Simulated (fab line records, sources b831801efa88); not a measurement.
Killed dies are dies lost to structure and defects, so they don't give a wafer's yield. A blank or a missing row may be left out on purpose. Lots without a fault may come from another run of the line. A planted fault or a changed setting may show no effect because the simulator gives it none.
Which tool did it? | flow gf180mcu | 6 lots, 18 wafers sampled, at 2 steps of a route of 602

WHAT THE GAUGES READ, wafer by wafer
GF_SAB_CD_MEAS_09: target cd 420 nm.
lot  | measured     | on        | cd_nm (nm)
L568 | day 16 00:02 | cd_sem-02 | 421.2 421.0 418.7
L571 | day 17 13:57 | cd_sem-02 | 482.3 483.7 482.6
L580 | day 20 12:53 | cd_sem-02 | 422.2 421.6 420.5
L582 | day 21 07:21 | cd_sem-02 | 423.7 423.1 422.7
L584 | day 21 22:13 | cd_sem-02 | 419.9 416.6 421.1
L586 | day 22 16:05 | cd_sem-02 | 421.6 420.0 420.6

WHICH TOOL RAN EACH LOT (tool, then ch and the chambers of the sampled wafers, then the start)
lot  | GF_SAB_EXPOSE_06
L568 | iline_stepper-02 ch 0, day 15 13:20
L571 | iline_stepper-01 ch 0, day 17 02:24
L580 | iline_stepper-01 ch 0, day 20 01:24
L582 | iline_stepper-01 ch 0, day 20 19:56
L584 | iline_stepper-02 ch 0, day 21 09:57
L586 | iline_stepper-02 ch 0, day 22 05:11
- GF_SAB_EXPOSE_06: exposes mask SAB, target cd 420 nm.

THE ANSWER, worked out from the rows above alone
Rule: what is usual is taken from the lots themselves. Put in order of their means at a reading, lots are off if they are a third of the lots or fewer, leave a main group of 4 or more, and stand apart from it by a gap of 3 or more times the standard deviation of the main group's means; of several such gaps the widest counts. A main group whose means are all the same, to the digits that the tables above print for the reading, isn't used. A lot without any number at a reading at which 4 lots or more have one is off too. The other lots that the step has rows for count as sound.
Off: L571, at GF_SAB_CD_MEAS_09 (cd_nm). The main group: mean 421.0 nm, standard deviation 1.3.
A tool fits if, at a process step before that reading, it ran every lot that is off, and no sound lot after the first of them. The gauges at GF_SAB_CD_MEAS_09 are tried like those tools. None of those tried fits.

WHAT THE SIMULATOR HAD PUT IN
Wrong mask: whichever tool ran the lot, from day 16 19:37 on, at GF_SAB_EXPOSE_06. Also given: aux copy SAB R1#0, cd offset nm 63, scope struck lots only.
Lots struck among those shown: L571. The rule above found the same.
